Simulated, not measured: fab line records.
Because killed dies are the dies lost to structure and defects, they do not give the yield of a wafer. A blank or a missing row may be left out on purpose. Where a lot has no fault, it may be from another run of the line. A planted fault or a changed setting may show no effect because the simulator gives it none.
Code-filled problem report in 8D (eight disciplines) form	flow sky130	the parts of the form that need people (team, actions taken, sign-off) are left out

## 1. WHAT WENT WRONG
Across 6 wafers from 2 lots, VT_ADJUST_LVTN_2_TW at SKY_VT_ADJUST_LVTN_TW_MEAS_21 averages 164.1, while fault-free wafers read 187.5 with a standard deviation of 1.1. Measured from the usual mean, that is -21 standard deviations.
First observed at day 12 12:56: wafer L912.2, on film-metro-02. At this step, 39 wafers from 13 lots have a number in the record. Rule for "out" (also "out of limits"): further than 4 standard deviations from the usual mean. The rest of the wafers with a number are treated as sound.

## 2. WHAT IT IS, WHAT IT ISN'T
question	is	is not
which readings at this step	VT_ADJUST_LVTN_2_TW	-
which lots	L912, L913	L896, L897, L898, L901, L902, L903, L904, L906, L907, L911, L917
which wafers of those lots	all that have a number	-
read on which gauges	film-metro-02, film-metro-04	film-metro-01
when	from day 12 12:56	up to then (30 sound wafers); but 3 sound wafers of L917 came after

## 3. THE SUSPECTS, EACH WITH WHAT RULES IT OUT
Counting: any tool at a process step up to the reading is kept as a suspect provided that every lot that is out went through it and no sound lot did after the first of them.
- the gauge at SKY_VT_ADJUST_LVTN_TW_MEAS_21 has been ruled out. 2 gauges (film-metro-02, film-metro-04) read the wafers that are out.
- implanter-01 at SKY_VT_ADJUST_LVTN_IMPLANT_19: kept. Every lot that is out went through it, starting with L912 (day 12 12:42), and after that it ran no sound lot; the last sound lot it ran before then is L906 (day 10 14:44). Its own dose-ions-cm2, faraday-current-uA readings are out on those wafers.
Left after counting: implanter-01 at SKY_VT_ADJUST_LVTN_IMPLANT_19.

## 4. THE CAUSE (what the simulator had put in)
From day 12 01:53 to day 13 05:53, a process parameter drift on implanter-01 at SKY_VT_ADJUST_LVTN_IMPLANT_19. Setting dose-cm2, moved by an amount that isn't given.
Only this tool survived the counting.

## 5. SEQUENCE OF EFFECTS, ordered by route
Rows list readings where the struck wafers' mean (over those with a number) sits beyond 3 standard deviations from the usual. Scope: only readings with a usual standard deviation given in the record; hours: median across lots of the time from each lot's start at the first step in this table that gives one to its start at this step; sigmas: change in usual standard deviations.
hours	step	reading	usual	on struck wafers	change	sigmas
0	SKY_VT_ADJUST_LVTN_IMPLANT_19	dose-ions-cm2	6.5e+11	4.0e+11	-2.5e+11	-99 or more
0	SKY_VT_ADJUST_LVTN_IMPLANT_19	faraday-current-uA	3.66	2.23	-1.44	-19
0	SKY_VT_ADJUST_LVTN_TW_MEAS_21	VT_ADJUST_LVTN_2_TW	187.5	164.1	-23.4	-21
Here are the process steps it includes:
- SKY_VT_ADJUST_LVTN_IMPLANT_19
Later steps that measure or inspect, where all struck wafers having a row at the step show a number for every such reading and not one has moved that far: SKY_VT_ADJUST_NCORE_CD_MEAS_07.

## 6. HOW IT WOULD HAVE BEEN CAUGHT EARLIER
11 hours passed between the start of the fault at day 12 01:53 and the first reading out of limits at a measuring or inspecting step in this record, taken at day 12 12:56.
Tool's own readings at SKY_VT_ADJUST_LVTN_IMPLANT_19, dose-ions-cm2, faraday-current-uA: out on all struck wafers the step has rows for; an alarm limit on them would have tripped on the first.
Lots out: 2; of these, L913 started SKY_VT_ADJUST_LVTN_IMPLANT_19 on implanter-01 after day 12 12:56. Had the tool been put on hold then, it would have been spared.
